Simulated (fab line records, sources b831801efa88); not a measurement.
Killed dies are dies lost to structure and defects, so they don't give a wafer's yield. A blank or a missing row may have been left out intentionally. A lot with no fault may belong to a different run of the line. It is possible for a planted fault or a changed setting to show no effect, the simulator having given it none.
Split-lot trial :: flow gf180mcu :: on a route of 602 steps: 5 lots, 23 wafers read

## THE SPLIT
At GF_NSD_IMPLANT_09, the setting energyKev was moved away from the recipe's 60 on 7 of the 23 wafers read, by -8.1% to +7.2%. This setting was run at the recipe's value on the other wafers.

## FROM THE SPLIT TO THE READING: what the file shows between them, 8 steps
- GF_NSD_IMPLANT_10
- GF_NSD_STRIP_11: strips in O2/N2
- GF_NSD_TW_MEAS_12
- GF_PSD_IMPLANT_09 (also split here: energyKev)
- GF_PSD_STRIP_10: strips in O2/N2
- GF_PSD_TW_MEAS_11
- GF_PSD_CLEAN_12: cleans in SC1/SC2, time 150 s
- GF_PSD_RTA_13: time 20 s

## THE READING
NSD_RS (ohm/sq), read at GF_PSD_RS_MEAS_14 with a four-point probe. Typical for fault-free wafers on this fab line: 46.10 ohm/sq, with standard deviation 0.077 ohm/sq.

wafer: L075.1
tool, chamber at the split: implanter-03, 0
energyKev as run: 60
against the recipe: recipe
NSD_RS, ohm/sq: 46.12
against lot-mates on the recipe: -

wafer: L075.2
tool, chamber at the split: implanter-03, 0
energyKev as run: 60
against the recipe: recipe
NSD_RS, ohm/sq: 46.20
against lot-mates on the recipe: -

wafer: L075.4
tool, chamber at the split: implanter-03, 0
energyKev as run: 60
against the recipe: recipe
NSD_RS, ohm/sq: 46.16
against lot-mates on the recipe: -

wafer: L075.5
tool, chamber at the split: implanter-03, 0
energyKev as run: 60
against the recipe: recipe
NSD_RS, ohm/sq: 46.21
against lot-mates on the recipe: -

wafer: L075.6
tool, chamber at the split: implanter-03, 0
energyKev as run: 60
against the recipe: recipe
NSD_RS, ohm/sq: 46.26
against lot-mates on the recipe: -

wafer: L078.2
tool, chamber at the split: implanter-03, 0
energyKev as run: 60
against the recipe: recipe
NSD_RS, ohm/sq: 46.23
against lot-mates on the recipe: -

wafer: L078.4
tool, chamber at the split: implanter-03, 0
energyKev as run: 60
against the recipe: recipe
NSD_RS, ohm/sq: 46.21
against lot-mates on the recipe: -

wafer: L078.6
tool, chamber at the split: implanter-03, 0
energyKev as run: 60
against the recipe: recipe
NSD_RS, ohm/sq: 46.13
against lot-mates on the recipe: -

wafer: L077.1
tool, chamber at the split: implanter-03, 0
energyKev as run: 64.29
against the recipe: +7.2%
NSD_RS, ohm/sq: 44.86
against lot-mates on the recipe: -1.26

wafer: L077.2
tool, chamber at the split: implanter-03, 0
energyKev as run: 60
against the recipe: recipe
NSD_RS, ohm/sq: 46.10
against lot-mates on the recipe: -

wafer: L077.3
tool, chamber at the split: implanter-03, 0
energyKev as run: 60
against the recipe: recipe
NSD_RS, ohm/sq: 46.11
against lot-mates on the recipe: -

wafer: L077.4
tool, chamber at the split: implanter-03, 0
energyKev as run: 64.29
against the recipe: +7.2%
NSD_RS, ohm/sq: 44.81
against lot-mates on the recipe: -1.31

wafer: L077.6
tool, chamber at the split: implanter-03, 0
energyKev as run: 60
against the recipe: recipe
NSD_RS, ohm/sq: 46.14
against lot-mates on the recipe: -

wafer: L081.2
tool, chamber at the split: implanter-03, 0
energyKev as run: 60
against the recipe: recipe
NSD_RS, ohm/sq: 46.17
against lot-mates on the recipe: -

wafer: L081.3
tool, chamber at the split: implanter-03, 0
energyKev as run: 60
against the recipe: recipe
NSD_RS, ohm/sq: 46.21
against lot-mates on the recipe: -

wafer: L081.4
tool, chamber at the split: implanter-03, 0
energyKev as run: 60
against the recipe: recipe
NSD_RS, ohm/sq: 46.13
against lot-mates on the recipe: -

wafer: L081.5
tool, chamber at the split: implanter-03, 0
energyKev as run: 56.75
against the recipe: -5.4%
NSD_RS, ohm/sq: 46.96
against lot-mates on the recipe: +0.79

wafer: L081.6
tool, chamber at the split: implanter-03, 0
energyKev as run: 56.75
against the recipe: -5.4%
NSD_RS, ohm/sq: 47.11
against lot-mates on the recipe: +0.94

wafer: L082.1
tool, chamber at the split: implanter-03, 0
energyKev as run: 60
against the recipe: recipe
NSD_RS, ohm/sq: 46.16
against lot-mates on the recipe: -

wafer: L082.2
tool, chamber at the split: implanter-03, 0
energyKev as run: 55.16
against the recipe: -8.1%
NSD_RS, ohm/sq: 47.45
against lot-mates on the recipe: +1.33

wafer: L082.3
tool, chamber at the split: implanter-03, 0
energyKev as run: 55.16
against the recipe: -8.1%
NSD_RS, ohm/sq: 47.52
against lot-mates on the recipe: +1.40

wafer: L082.5
tool, chamber at the split: implanter-03, 0
energyKev as run: 60
against the recipe: recipe
NSD_RS, ohm/sq: 46.09
against lot-mates on the recipe: -

wafer: L082.6
tool, chamber at the split: implanter-03, 0
energyKev as run: 55.16
against the recipe: -8.1%
NSD_RS, ohm/sq: 47.47
against lot-mates on the recipe: +1.34

THE FIT
A straight line over all 23 wafers: NSD_RS changes by -0.171 ohm/sq for each +1% of energyKev; r = -1.00; the points scatter about the line by 0.063 ohm/sq.
The same after taking each lot's own level away (the mean of its wafers on the recipe; 23 wafers): -0.171 ohm/sq for each +1%; r = -1.00; scatter 0.049 ohm/sq.
The reading moves by 1.4 ohm/sq for the largest change in energyKev, on that fit.
Across the lots, their own levels run from 46.117 to 46.190 ohm/sq, a range of 1.0 times the standard deviation given above.
The two slopes are in agreement: the lot-to-lot level therefore moves the slope only a little.
Check: for one of the wafers moved furthest among these (-8.1%), held out of the fit, the line's prediction against its lot-mates is +1.37 ohm/sq. Against them it came out at +1.33 ohm/sq.

## THE OTHER SPLITS THESE WAFERS WENT THROUGH
Before the reading, these wafers also passed through other splits. Each is held against what the fit with the lots' levels taken away leaves over:
other split on the same wafers: GF_HV_LDD_COAT_14 resistThkNm
wafers away from the commonest value: 5
r with NSD_RS (lot level and that fit taken away): +0.44

other split on the same wafers: GF_HV_LDD_CVD_56 timeS
wafers away from the commonest value: 15
r with NSD_RS (lot level and that fit taken away): +0.07

other split on the same wafers: GF_NSD_EXPOSE_04 doseMj
wafers away from the commonest value: 12
r with NSD_RS (lot level and that fit taken away): +0.12

other split on the same wafers: GF_PSD_IMPLANT_09 energyKev
wafers away from the commonest value: 11
r with NSD_RS (lot level and that fit taken away): +0.27

## THE WHOLE CHAIN: every reading that the file lists as answering this split, in the file's order
step: GF_NSD_IMPLANT_09
what it does: 
reading: implant.rpNm (the simulator's own value, which no gauge read)
change (the file's fit): +0.311 nm for each +1% of the setting
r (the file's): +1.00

step: GF_NSD_IMPLANT_09
what it does: 
reading: implant.drpNm (the simulator's own value, which no gauge read)
change (the file's fit): +0.124 nm for each +1% of the setting
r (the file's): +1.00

step: GF_NSD_STRIP_11
what it does: strips in O2/N2
reading: stripTimeToEndpointS
change (the file's fit): withheld for each +1% of the setting
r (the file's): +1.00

step: GF_NSD_TW_MEAS_12
what it does: 
reading: NSD_TW
change (the file's fit): +9.06 for each +1% of the setting
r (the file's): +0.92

step: GF_PSD_RS_MEAS_14
what it does: measures by four-point-probe
reading: NSD_RS
change (the file's fit): -0.17 for each +1% of the setting
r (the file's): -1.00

## FILE'S OWN FIT
NSD_RS changes by -0.17 ohm/sq for each +1% of energyKev, r = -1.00.
